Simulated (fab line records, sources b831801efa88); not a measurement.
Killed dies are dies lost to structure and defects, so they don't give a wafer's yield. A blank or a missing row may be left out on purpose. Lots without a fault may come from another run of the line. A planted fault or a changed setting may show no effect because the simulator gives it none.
A struck lot beside a sound one | flow sky130 | 15 steps out of a route of 708
Sound: wafers L302.1, L302.2, L302.5. Struck: wafers L307.1, L307.2, L307.4. The cause comes at the end.
At each step with rows: each side's tool, then ch and its chambers, then its first start. Under that, the readings that differ: sound wafers | struck wafers | difference of the means | sigmas: that difference in standard deviations of wafers without a fault.
alike: readings whose means differ by less than 2 such deviations, and words and numbers that are the same on both sides. not compared: withheld readings, readings that some wafer has no value for, bounds like >300 that may hide the same value, and numbers for which the record gives no deviation and whose values overlap.
The two part at a step that has a row with sigmas, a row that says differs or no value, or rows on one side only. Numbers that don't overlap but have no deviation are shown without sigmas and don't part them. A reading that every wafer of one side lacks parts them only if that side has two wafers or more.

SKY_METAL5_SPUTTER_01: material TiN, target thk 20 nm, time 16.7 s.
  sound on pvd_sputter-01, day 45 04:02; struck on pvd_sputter-01, day 46 13:48
  alike: throttle_valve_pct
SKY_METAL5_SPUTTER_02: material AlCu, target thk 1150 nm, time 61.2 s.
  sound on pvd_sputter-01, day 45 04:03; struck on pvd_sputter-01, day 46 13:49
  alike: throttle_valve_pct
SKY_METAL5_SPUTTER_03: material Ti, target thk 5 nm, time 3.3 s.
  sound on pvd_sputter-01, day 45 04:06; struck on pvd_sputter-01, day 46 13:53
  alike: throttle_valve_pct
SKY_METAL5_SPUTTER_04: material TiN, target thk 70 nm, time 58.3 s.
  sound on pvd_sputter-01, day 45 04:07; struck on pvd_sputter-01, day 46 13:53
  alike: throttle_valve_pct
SKY_METAL5_RS_MEAS_05: measures by four-point-probe.
  sound on film_metro-01, day 45 04:10; struck on film_metro-02, day 46 13:56
  alike: METAL5_ALCU_RS
SKY_METAL5_THK_MEAS_06: measures by xrf.
  sound on film_metro-01, day 45 04:17; struck on film_metro-02, day 46 14:04
  alike: METAL5_ALCU_THK
then, 6 steps without rows for these wafers: SKY_METAL5_DEHYDRATE_07 (time 60 s); SKY_METAL5_HMDS_08 (prime time 60 s); SKY_METAL5_COAT_09 (resist thk 1800 nm); SKY_METAL5_SOFTBAKE_10 (time 60 s); SKY_METAL5_EXPOSE_11 (exposes mask MM5, target cd 1600 nm); SKY_METAL5_PEB_12.
SKY_METAL5_DEVELOP_13: develop time 60 s.
  sound on litho_track-04 ch 0, day 46 00:58; struck on litho_track-04 ch 0, day 47 10:37
  reading              | sound             | struck            | difference | sigmas
  developer_temp_C (C) | 23.06 22.93 23.02 | 22.08 22.12 22.00 | -0.94      | -9
SKY_METAL5_DESCUM_14: chemistry O2, time 11 s.
  sound on rie_metal-03 ch 0,1, day 46 01:07; struck on rie_metal-04 ch 0,1, day 47 10:46
  reading               | sound             | struck            | difference | sigmas
  oes_product_au (a.u.) | 1.005 0.994 0.987 | 1.013 1.027 1.024 | +0.026     | +2
  alike: drypump_motor_current_A
  not compared: rf_hours_counter_h
SKY_PAD_OPEN_PROBE_99:
  sound on prober-01, day 47 21:57; struck on prober-02, day 49 03:00
  alike: defect_limited_yield, killed_at_M0_to_M3, killed_at_M4_up, killed_at_contacts, killed_at_front_end, killed_at_other, killed_dies, killed_open, killed_short, sort_bin_3_pad_short, sort_bin_5_function, sort_bin_6_memory, sort_n_pass, sort_yield_pct

WHERE THEY PART
First at SKY_METAL5_DEVELOP_13; last, within this record, at SKY_METAL5_DESCUM_14. Later steps at which nothing parts them and some readings are alike: SKY_PAD_OPEN_PROBE_99.

WHY: what the simulator had put in
Process parameter drift: litho_track-04, from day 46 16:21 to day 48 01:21, at SKY_METAL5_DEVELOP_13. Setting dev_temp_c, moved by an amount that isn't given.
